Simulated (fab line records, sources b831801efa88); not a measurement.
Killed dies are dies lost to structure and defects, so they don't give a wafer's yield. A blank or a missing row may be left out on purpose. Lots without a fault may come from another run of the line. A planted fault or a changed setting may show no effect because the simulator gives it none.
A struck lot beside a sound one | flow sky130 | 34 steps out of a route of 708
Sound: wafers L626.3, L626.4, L626.5. Struck: wafers L627.3, L627.4. The cause comes at the end.
At each step with rows: each side's tool, then ch and its chambers, then its first start. Under that, the readings that differ: sound wafers | struck wafers | difference of the means | sigmas: that difference in standard deviations of wafers without a fault.
alike: readings whose means differ by less than 2 such deviations, and words and numbers that are the same on both sides. not compared: withheld readings, readings that some wafer has no value for, bounds like >300 that may hide the same value, and numbers for which the record gives no deviation and whose values overlap.
The two part at a step that has a row with sigmas, a row that says differs or no value, or rows on one side only. Numbers that don't overlap but have no deviation are shown without sigmas and don't part them. A reading that every wafer of one side lacks parts them only if that side has two wafers or more.

first, 5 steps without rows for these wafers: SKY_FIELD_ISO_OXIDATION_01 (stabilise 600 s, purge 300 s, target thk 12 nm); SKY_FIELD_ISO_CVD_03 (deposits Si3N4 from DCS/NH3, target thk 165 nm, time 2830 s); SKY_FIELD_ISO_DEHYDRATE_05 (time 60 s); SKY_FIELD_ISO_HMDS_06 (prime time 60 s); SKY_FIELD_ISO_COAT_07 (resist thk 60 nm).
SKY_FIELD_ISO_COAT_08: resist thk 450 nm.
  sound on litho_track-04 ch 0, day 2 05:00; struck on litho_track-04 ch 0, day 2 12:00
  reading                                          | sound           | struck      | difference | sigmas
  model.KrF-thick_of_FIELD_ISO_COAT_08.thk_nm (nm) | 450.1 450.2 451 | 432.1 432.3 | -18.2      |
then, 5 steps without rows for these wafers: SKY_FIELD_ISO_SOFTBAKE_09 (time 90 s); SKY_FIELD_ISO_EXPOSE_10 (exposes mask FOM, target cd 150 nm); SKY_FIELD_ISO_PEB_11; SKY_FIELD_ISO_DEVELOP_12 (develop time 60 s); SKY_FIELD_ISO_ETCH_14 (etches BARC in N2/H2, stops on SiO2, time 45.9 s, target depth 60 nm).
SKY_FIELD_ISO_ETCH_15: etches the open film in CHF3/O2, stops on Si, target depth 180 nm, time 72 s.
  sound on rie_diel-03 ch 0,1,3, day 2 13:21; struck on rie_diel-03 ch 0,1, day 2 21:13
  reading                                          | sound             | struck      | difference | sigmas
  model.KrF-thick_of_FIELD_ISO_COAT_08.thk_nm (nm) | 240.3 234.2 235.1 | 214.5 216.5 | -21.0      |
  alike: drypump_motor_current_A, oes_product_au, throttle_valve_pct
  not compared: rf_hours_counter_h
SKY_FIELD_ISO_STRIP_16: strips in O2/N2.
  sound on plasma_asher-03 ch 0,1, day 2 13:26; struck on plasma_asher-03 ch 0,1, day 2 21:18
  reading                      | sound          | struck    | difference | sigmas
  strip_time_to_endpoint_s (s) | 3.59 3.54 3.55 | 3.32 3.33 | -0.23      | -7
  alike: drypump_motor_current_A, oes_product_au
  not compared: rf_hours_counter_h
then, 18 steps without rows for these wafers: SKY_FIELD_ISO_ETCH_17 (etches Si in HBr/Cl2/O2, target depth 342 nm, time 97.7 s); SKY_FIELD_ISO_WET_ETCH_18 (etches Si3N4 in H3PO4, target depth 25 nm, time 286 s); SKY_FIELD_ISO_CLEAN_19 (cleans in SC1/SC2, time 150 s); SKY_FIELD_ISO_CLEAN_20 (cleans in dHF, time 20 s); SKY_FIELD_ISO_WET_ETCH_21 (etches SiO2 in dHF, target depth 20 nm, time 400 s); SKY_FIELD_ISO_OXIDATION_22 (stabilise 600 s, purge 300 s, target thk 10 nm); SKY_FIELD_ISO_CVD_24 (deposits SiO2, target thk 595 nm, time 99.2 s); SKY_FIELD_ISO_ANNEAL_26 (time 1800 s); SKY_FIELD_ISO_CMP_27 (polishes, stops on Si3N4, t overpolish 16 s, target thk 457.8 nm); SKY_FIELD_ISO_WET_ETCH_28 (etches SiO2 in dHF, target depth 23.7 nm, time 47 s); SKY_FIELD_ISO_WET_ETCH_29 (etches Si3N4 in H3PO4, target depth 160 nm, time 1825 s); SKY_FIELD_ISO_WET_ETCH_30 (etches SiO2 in dHF, target depth 25 nm, time 50 s); SKY_NWELL_CLEAN_00 (cleans in SC1/SC2, time 150 s); SKY_NWELL_OXIDATION_01 (stabilise 600 s, purge 300 s, target thk 10 nm); SKY_DNWELL_DEHYDRATE_00 (time 60 s); SKY_DNWELL_HMDS_01 (prime time 60 s); SKY_DNWELL_COAT_02 (resist thk 3000 nm); SKY_DNWELL_SOFTBAKE_03.
-- the record jumps here: 28 days lie between the struck wafers' starts before and after (it left off in module DNWELL and takes up again in module LOCAL_INTERCONNECT, whose first step shown is number 398 of the route) --
SKY_LOCAL_INTERCONNECT_CD_MEAS_11: target cd 170 nm.
  sound on cd_sem-02, day 30 06:50; struck on cd_sem-01, day 30 22:40
  alike: cd_nm
  not compared: hold
SKY_LOCAL_INTERCONNECT_OVL_MEAS_12:
  sound on overlay-02, day 30 06:56; struck on overlay-01, day 31 03:18
  reading                     | sound       | struck                                            | difference                   | sigmas
  hold                        | - - -       | await_dispo/4.5h/release await_dispo/4.5h/release | no value on the sound wafers |
  LOCAL_INTERCONNECT_OVL (nm) | -15 -17 -20 | -5 -5                                             | +12                          | +3
-- the record jumps here: 15 days lie between the struck wafers' starts before and after (it left off in module LOCAL_INTERCONNECT and takes up again in module PAD_OPEN, whose first step shown is number 708 of the route) --
SKY_PAD_OPEN_PROBE_99:
  sound on prober-02, day 45 20:16; struck on prober-01, day 46 08:05
  reading | sound | struck                                            | difference                   | sigmas
  hold    | - - - | await_dispo/1.7h/release await_dispo/1.7h/release | no value on the sound wafers |
  alike: killed_at_M0_to_M3, killed_at_M4_up, killed_at_contacts, killed_at_front_end, killed_at_other, killed_dies, killed_open, killed_short

WHERE THEY PART
First at SKY_FIELD_ISO_STRIP_16; last, within this record, at SKY_PAD_OPEN_PROBE_99.

WHY: what the simulator had put in
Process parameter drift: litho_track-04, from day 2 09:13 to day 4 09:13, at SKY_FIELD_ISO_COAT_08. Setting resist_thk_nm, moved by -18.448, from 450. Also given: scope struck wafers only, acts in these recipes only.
